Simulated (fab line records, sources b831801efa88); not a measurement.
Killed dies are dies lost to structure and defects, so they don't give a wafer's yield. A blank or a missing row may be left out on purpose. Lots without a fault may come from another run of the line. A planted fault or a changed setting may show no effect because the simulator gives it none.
A struck lot beside a sound one | flow sky130 | 36 steps out of a route of 708
Sound: wafers L997.2, L997.3, L997.5. Struck: wafers L107.1, L107.2, L107.5. The cause comes at the end.
At each step with rows: each side's tool, then ch and its chambers, then its first start. Under that, the readings that differ: sound wafers | struck wafers | difference of the means | sigmas: that difference in standard deviations of wafers without a fault.
alike: readings whose means differ by less than 2 such deviations, and words and numbers that are the same on both sides. not compared: withheld readings, readings that some wafer has no value for, bounds like >300 that may hide the same value, and numbers for which the record gives no deviation and whose values overlap.
The two part at a step that has a row with sigmas, a row that says differs or no value, or rows on one side only. Numbers that don't overlap but have no deviation are shown without sigmas and don't part them. A reading that every wafer of one side lacks parts them only if that side has two wafers or more.

SKY_LOCAL_INTERCONNECT_CD_MEAS_11: target cd 170 nm.
  sound on cd_sem-02, day 33 03:56; struck on cd_sem-02, day 35 13:08
  alike: cd_nm
SKY_LOCAL_INTERCONNECT_OVL_MEAS_12:
  sound on overlay-02, day 33 04:02; struck on overlay-01, day 35 13:16
  alike: LOCAL_INTERCONNECT_OVL
SKY_LOCAL_INTERCONNECT_ETCH_13: etches BARC in N2/H2, stops on SiO2, time 45.9 s, target depth 60 nm.
  sound on rie_metal-04 ch 0,1, day 33 04:04; struck on rie_metal-04 ch 0, day 35 13:17
  alike: drypump_motor_current_A, h2_flow_sccm, oes_product_au, throttle_valve_pct
  not compared: rf_hours_counter_h
then, 1 step without rows for these wafers: SKY_LOCAL_INTERCONNECT_METAL_ETCH_14 (etches TiN in Cl2/BCl3, stops on PSG, target depth 110 nm, time 31.4 s).
SKY_LOCAL_INTERCONNECT_STRIP_15: strips in O2/N2.
  sound on plasma_asher-04 ch 0,1, day 33 04:11; struck on plasma_asher-02 ch 0,1, day 35 13:31
  alike: drypump_motor_current_A, oes_product_au, strip_time_to_endpoint_s
  not compared: rf_hours_counter_h
then, 3 steps without rows for these wafers: SKY_LOCAL_INTERCONNECT_STRIP_16 (strips in post etch residue remover, time 1200 s); SKY_LOCAL_INTERCONNECT_CLEAN_17 (cleans in IPA, time 180 s); SKY_LOCAL_INTERCONNECT_CLEAN_18 (cleans in O3/DIW).
SKY_CONTACT_CVD_00: deposits Si3N4, target thk 75 nm.
  sound on pecvd-01 ch 0,2, day 33 04:49; struck on pecvd-02 ch 0,1, day 35 14:07
  alike: heater_power_w
SKY_CONTACT_THK_MEAS_01:
  sound on film_metro-03, day 33 04:51; struck on film_metro-02, day 35 14:10
  alike: CONTACT_CVD_00_THK
then, 1 step without rows for these wafers: SKY_CONTACT_HDPCVD_02 (deposits SiO2, target thk 565 nm, time 94.2 s).
SKY_CONTACT_THK_MEAS_03:
  sound on film_metro-01, day 33 04:59; struck on film_metro-01, day 35 14:17
  alike: CONTACT_HDPCVD_THK
SKY_CONTACT_CMP_04: polishes SiO2.
  sound on cmp-01 ch 1,3, day 33 05:02; struck on cmp-01 ch 0,1,2, day 35 14:21
  reading                                     | sound             | struck          | difference | sigmas
  time_to_endpoint_s (s)                      | 74 81 83          | 101 99 101      | +21        | +6
  model.SiO2_of_CONTACT_HDPCVD_02.thk_nm (nm) | 339.2 340.9 340.8 | 416 415.1 416.2 | +75        |
  alike: motor_current_A
SKY_CONTACT_BOW_MEAS_05:
  sound on film_metro-01, day 33 05:21; struck on film_metro-01, day 35 14:39
  alike: CONTACT_BOW
then, 8 steps without rows for these wafers: SKY_CONTACT_DEHYDRATE_06 (time 60 s); SKY_CONTACT_HMDS_07 (prime time 60 s); SKY_CONTACT_COAT_08 (resist thk 60 nm); SKY_CONTACT_COAT_09 (resist thk 450 nm); SKY_CONTACT_SOFTBAKE_10 (time 90 s); SKY_CONTACT_EXPOSE_11 (exposes mask CTM1, target cd 170 nm); SKY_CONTACT_PEB_12; SKY_CONTACT_DEVELOP_13 (develop time 60 s).
SKY_CONTACT_CD_MEAS_14: target cd 170 nm.
  sound on cd_sem-01, day 34 08:07; struck on cd_sem-01, day 36 18:07
  alike: cd_nm
SKY_CONTACT_OVL_MEAS_15:
  sound on overlay-02, day 34 08:13; struck on overlay-02, day 36 18:14
  alike: CONTACT_OVL
then, 1 step without rows for these wafers: SKY_CONTACT_ETCH_16 (etches BARC in N2/H2, stops on SiO2, time 45.9 s, target depth 60 nm).
SKY_CONTACT_ETCH_17: etches SiO2 in C4F8/O2/Ar, stops on Si3N4, target depth 340 nm.
  sound on rie_diel-01 ch 0,1, day 34 08:17; struck on rie_diel-04 ch 1,3, day 36 18:19
  reading                             | sound             | struck            | difference | sigmas
  oes_product_au (a.u.)               | 0.885 0.889 0.895 | 0.996 0.999 0.996 | +0.107     | +20
  model.CONTACT.feature_depth_nm (nm) | 339.2 340.9 340.8 | 414.8 405.5 415.1 | +71.5      |
  model.etch.depth_nm (nm)            | 339.2 340.9 340.8 | 414.8 405.5 415.1 | +71.5      |
then, 6 steps without rows for these wafers: SKY_CONTACT_ETCH_18 (etches Si3N4 in CHF3/O2, stops on TiN, time 39 s, target depth 75 nm); SKY_CONTACT_STRIP_19 (strips in O2/N2); SKY_CONTACT_STRIP_20 (strips in post etch residue remover, time 1200 s); SKY_CONTACT_CLEAN_21 (cleans in IPA, time 180 s); SKY_CONTACT_CLEAN_22 (cleans in O3/DIW); SKY_CONTACT_SPUTTER_23 (material TiN, target thk 20 nm, time 80 s).
SKY_CONTACT_CVD_24: deposits W, target thk 340 nm, time 102.12 s.
  sound on cvd_w-02 ch 0,1, day 34 09:04; struck on cvd_w-01 ch 0,1, day 36 19:06
  alike: heater_power_w
SKY_CONTACT_CMP_27: polishes, stops on SiO2, t overpolish 15 s, target thk 0 nm.
  sound on cmp-01 ch 0,1,2, day 34 09:28; struck on cmp-02 ch 0,3, day 36 19:23
  reading                                     | sound             | struck          | difference | sigmas
  model.SiO2_of_CONTACT_HDPCVD_02.thk_nm (nm) | 336.1 337.7 337.6 | 412.8 411.9 413 | +75.4      |
  alike: motor_current_A
SKY_METAL1_SPUTTER_00: material Ti, target thk 15 nm, time 10 s.
  sound on pvd_sputter-04, day 34 09:40; struck on pvd_sputter-04, day 36 19:41
  alike: throttle_valve_pct
-- the record jumps here: 13 days lie between the struck wafers' starts before and after (it left off in module METAL1 and takes up again in module PAD_OPEN, whose first step shown is number 708 of the route) --
SKY_PAD_OPEN_PROBE_99:
  sound on prober-01, day 48 07:04; struck on prober-01, day 50 02:32
  reading            | sound    | struck      | difference | sigmas
  killed_at_contacts | 18 20 21 | 126 175 136 | +126       | +24
  killed_dies        | 80 81 82 | 168 230 193 | +116       | +12
  killed_on_rim      | 17 18 15 | 30 54 28    | +21        | +6
  alike: killed_at_M0_to_M3, killed_at_M4_up, killed_at_front_end, killed_at_other, killed_open, killed_short

WHERE THEY PART
First at SKY_CONTACT_CMP_04; last, within this record, at SKY_PAD_OPEN_PROBE_99.

WHY: what the simulator had put in
Process parameter drift: cmp-01, from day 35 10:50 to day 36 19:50, at SKY_CONTACT_CMP_04. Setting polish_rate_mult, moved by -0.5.
